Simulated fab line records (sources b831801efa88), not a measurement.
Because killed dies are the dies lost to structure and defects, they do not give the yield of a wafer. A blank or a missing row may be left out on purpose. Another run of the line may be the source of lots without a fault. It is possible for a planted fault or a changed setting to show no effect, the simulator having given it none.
The same fault as seen by 2 desks ; flow gf180mcu ; each desk holds nothing but its own numbers, with what lay behind them at the end

## AT THE METROLOGY DESK
What the gauges read, lot by lot, whatever tool the lot ran on: means of the sampled wafers that have a number. The brackets show how far a lot's mean lies from the usual mean; more than 4 standard deviations puts the lot out of limits, marked OUT.
Columns: A = M2_ALCU_THK at GF_M2_THK_MEAS_06, usual 450 nm
lot;first seen here;A
L382;day 18 04:02;452
L383;day 18 12:41;448
L384;day 19 10:11;444
L386;day 19 17:34;454
L385;day 19 20:40;445
L387;day 20 06:36;445
L388;day 20 14:22;459
L389;day 21 01:17;437
L390;day 21 07:27;451
L391;day 21 13:07;450
L392;day 22 02:16;456
L393;day 22 06:29;451
L400;day 24 14:59;443
Finding of this desk: none of the 13 lots has anything out of limits.

## THE TOOL OWNER'S DESK: rie si-02
The tool's own readings at GF_STI_ETCH_14 (etches Si in HBr/Cl2/O2, target depth 360 nm, time 102.9 s): means of the sampled wafers that have a number, for each lot that ran on this tool. The brackets show how far a lot's mean lies from the usual mean; more than 4 standard deviations puts the lot out of limits, marked OUT.
Columns: A = drypump motor current A at GF_STI_ETCH_14, usual 5.7 A; B = oes product au at GF_STI_ETCH_14, usual 1.003 a.u.; C = run length s at GF_STI_ETCH_14, usual 131.2 s; D = throttle valve pct at GF_STI_ETCH_14, usual 25.653 %
lot;first seen here;A;B;C;D
L382;day 2 01:26;5.9;0.997;131.5;25.660
L383;day 2 07:50;5.7;1.000;131.4;25.647
L384;day 2 14:41;5.6;0.993;131.2;25.659
L385;day 2 19:02;5.5;0.999;131.4;25.654
L386;day 2 23:07;5.6;0.998;131.1;25.654
L390;day 3 20:52;5.4;1.004;131.1;25.645
L391;day 3 23:47;5.5;0.997;131.2;25.652
L392;day 4 04:53;5.7;0.997;131.6;25.655
L393;day 4 10:14;5.6;0.994;131.0;25.661
L400;day 6 00:19;5.7;0.997;133.8 (+6.7) OUT;25.665
This desk's verdict: out of limits on L400, starting with L400 at day 6 00:19 (run length s at GF_STI_ETCH_14). Within limits: L382, L383, L384, L385, L386, L390, L391, L392, L393.

## ALL TOGETHER
The tool owner's desk had the chance to raise an alarm at day 6 00:19 on L400.
Metrology desk: nothing out of limits seen.
The metrology desk has L400 on record, within its limits.
Of the lots named, all ran GF_STI_ETCH_14 on rie si-02.

## WHAT THE SIMULATOR HAD PUT IN
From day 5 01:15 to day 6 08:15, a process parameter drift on rie si-02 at GF_STI_ETCH_14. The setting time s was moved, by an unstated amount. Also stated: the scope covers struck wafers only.
Lots struck among those shown: L400.
Time in hours from fault onset to the first out-of-limits reading at each desk: the tool owner's desk, 23.
